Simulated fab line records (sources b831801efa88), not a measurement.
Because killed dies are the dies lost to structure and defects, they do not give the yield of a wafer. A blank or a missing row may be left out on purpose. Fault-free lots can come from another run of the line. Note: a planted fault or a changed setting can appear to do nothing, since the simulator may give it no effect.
What tool caused it? || flow sky130 || 35 wafers from 12 lots sampled at 3 of the route's 708 steps

WHAT THE GAUGES SHOWED, per wafer
SKY_VIA3_THK_MEAS_01. Usual: VIA3_HDPCVD_THK gives 1625 nm (standard deviation 19).
{"lot": "L133", "measured": "day 39 04:51", "on": "filmMetro-04", "VIA3_HDPCVD_THK (nm)": "1646 1614 1641", "flag": ""}
{"lot": "L134", "measured": "day 39 20:36", "on": "filmMetro-01", "VIA3_HDPCVD_THK (nm)": "1597 1610 1626", "flag": ""}
{"lot": "L136", "measured": "day 40 15:18", "on": "filmMetro-01", "VIA3_HDPCVD_THK (nm)": "1608 1614 1613", "flag": ""}
{"lot": "L135", "measured": "day 40 16:37", "on": "filmMetro-02", "VIA3_HDPCVD_THK (nm)": "1646 1635 1633", "flag": ""}
{"lot": "L137", "measured": "day 40 22:55", "on": "filmMetro-04", "VIA3_HDPCVD_THK (nm)": "1656 1653 1641", "flag": ""}
{"lot": "L138", "measured": "day 41 00:23", "on": "filmMetro-01", "VIA3_HDPCVD_THK (nm)": "1641 1659 1632", "flag": ""}
{"lot": "L141", "measured": "day 42 01:31", "on": "filmMetro-01", "VIA3_HDPCVD_THK (nm)": "1641 1635 1604", "flag": ""}
{"lot": "L142", "measured": "day 42 07:38", "on": "filmMetro-04", "VIA3_HDPCVD_THK (nm)": "1614 1631 1624", "flag": ""}
{"lot": "L145", "measured": "day 42 21:58", "on": "filmMetro-04", "VIA3_HDPCVD_THK (nm)": "1621 1602", "flag": ""}
{"lot": "L149", "measured": "day 43 22:55", "on": "filmMetro-02", "VIA3_HDPCVD_THK (nm)": "1640 1610 1632", "flag": ""}
{"lot": "L150", "measured": "day 44 07:22", "on": "filmMetro-02", "VIA3_HDPCVD_THK (nm)": "1613 1622 1618", "flag": ""}
{"lot": "L153", "measured": "day 44 19:15", "on": "filmMetro-04", "VIA3_HDPCVD_THK (nm)": "1621 1628 1620", "flag": ""}

SKY_VIA3_THK_MEAS_23: measures by xrf. Usual: VIA3_W_THK gives 377 nm (standard deviation 8.5).
{"lot": "L133", "measured": "day 40 08:01", "on": "filmMetro-01", "VIA3_W_THK (nm)": "371 378 373", "flag": ""}
{"lot": "L134", "measured": "day 40 21:52", "on": "filmMetro-04", "VIA3_W_THK (nm)": "378 378 370", "flag": ""}
{"lot": "L136", "measured": "day 41 17:06", "on": "filmMetro-02", "VIA3_W_THK (nm)": "370 384 372", "flag": ""}
{"lot": "L135", "measured": "day 41 18:04", "on": "filmMetro-02", "VIA3_W_THK (nm)": "373 372 369", "flag": ""}
{"lot": "L137", "measured": "day 42 00:35", "on": "filmMetro-02", "VIA3_W_THK (nm)": "394 388 383", "flag": ""}
{"lot": "L138", "measured": "day 42 02:29", "on": "filmMetro-01", "VIA3_W_THK (nm)": "392 389 389", "flag": ""}
{"lot": "L141", "measured": "day 43 02:25", "on": "filmMetro-04", "VIA3_W_THK (nm)": "371 377 374", "flag": ""}
{"lot": "L142", "measured": "day 43 08:34", "on": "filmMetro-04", "VIA3_W_THK (nm)": "377 376 371", "flag": ""}
{"lot": "L145", "measured": "day 43 22:29", "on": "filmMetro-04", "VIA3_W_THK (nm)": "362 364", "flag": ""}
{"lot": "L149", "measured": "day 44 20:59", "on": "filmMetro-04", "VIA3_W_THK (nm)": "365 374 368", "flag": ""}
{"lot": "L150", "measured": "day 45 05:35", "on": "filmMetro-01", "VIA3_W_THK (nm)": "393 392 384", "flag": ""}
{"lot": "L153", "measured": "day 45 16:49", "on": "filmMetro-04", "VIA3_W_THK (nm)": "363 369 360", "flag": ""}

WHICH TOOL RAN EACH LOT (tool, then ch and the chambers of the sampled wafers, then the start)
{"lot": "L133", "SKY_VIA2_CVD_21": "cvdW-01 ch 0,1, day 36 23:34"}
{"lot": "L134", "SKY_VIA2_CVD_21": "cvdW-01 ch 0,1, day 37 16:42"}
{"lot": "L136", "SKY_VIA2_CVD_21": "cvdW-01 ch 0,1, day 38 12:01"}
{"lot": "L135", "SKY_VIA2_CVD_21": "cvdW-02 ch 0,1, day 38 13:03"}
{"lot": "L137", "SKY_VIA2_CVD_21": "cvdW-01 ch 0, day 38 19:05"}
{"lot": "L138", "SKY_VIA2_CVD_21": "cvdW-01 ch 0,1, day 38 20:44"}
{"lot": "L141", "SKY_VIA2_CVD_21": "cvdW-02 ch 0,1, day 39 22:13"}
{"lot": "L142", "SKY_VIA2_CVD_21": "cvdW-01 ch 1, day 40 03:16"}
{"lot": "L145", "SKY_VIA2_CVD_21": "cvdW-01 ch 1, day 40 20:40"}
{"lot": "L149", "SKY_VIA2_CVD_21": "cvdW-01 ch 0,1, day 41 23:02"}
{"lot": "L150", "SKY_VIA2_CVD_21": "cvdW-02 ch 0,1, day 42 07:45"}
{"lot": "L153", "SKY_VIA2_CVD_21": "cvdW-02 ch 0,1, day 42 20:46"}
- SKY_VIA2_CVD_21: deposits W, target thk 420 nm, time 126.4 s.

AS READ BY THE TOOLS THEMSELVES (means over the sampled wafers that have a number; for cases with no such wafer, the mark the record gives instead)
SKY_VIA2_CVD_21. Usual: heaterPowerW 908 W, standard deviation 92.
{"lot": "L133", "tool": "cvdW-01", "heaterPowerW (W)": 862, "flag": ""}
{"lot": "L134", "tool": "cvdW-01", "heaterPowerW (W)": 904, "flag": ""}
{"lot": "L136", "tool": "cvdW-01", "heaterPowerW (W)": 874, "flag": ""}
{"lot": "L135", "tool": "cvdW-02", "heaterPowerW (W)": 1013, "flag": ""}
{"lot": "L137", "tool": "cvdW-01", "heaterPowerW (W)": 934, "flag": ""}
{"lot": "L138", "tool": "cvdW-01", "heaterPowerW (W)": 899, "flag": ""}
{"lot": "L141", "tool": "cvdW-02", "heaterPowerW (W)": 949, "flag": ""}
{"lot": "L142", "tool": "cvdW-01", "heaterPowerW (W)": 828, "flag": ""}
{"lot": "L145", "tool": "cvdW-01", "heaterPowerW (W)": 809, "flag": ""}
{"lot": "L149", "tool": "cvdW-01", "heaterPowerW (W)": 920, "flag": ""}
{"lot": "L150", "tool": "cvdW-02", "heaterPowerW (W)": 940, "flag": ""}
{"lot": "L153", "tool": "cvdW-02", "heaterPowerW (W)": 959, "flag": ""}

THE ANSWER, worked out from the rows above alone
Rule: take the mean of a lot's wafers that have a number; if it is more than 3 standard deviations from the usual mean, the lot is off. A lot without any number at a reading at which 4 lots or more have one is off too. Any other lot the step has rows for is counted as sound. First the gauges in route order, then the tools' own readings, where a lot's mean is used as printed above. At the first step where some lot is off, the reading lying furthest off is the one used; lots without a number count as furthest.
No lot is off at any reading shown: from this, nothing can be told.

WHAT HAD BEEN PUT IN BY THE SIMULATOR
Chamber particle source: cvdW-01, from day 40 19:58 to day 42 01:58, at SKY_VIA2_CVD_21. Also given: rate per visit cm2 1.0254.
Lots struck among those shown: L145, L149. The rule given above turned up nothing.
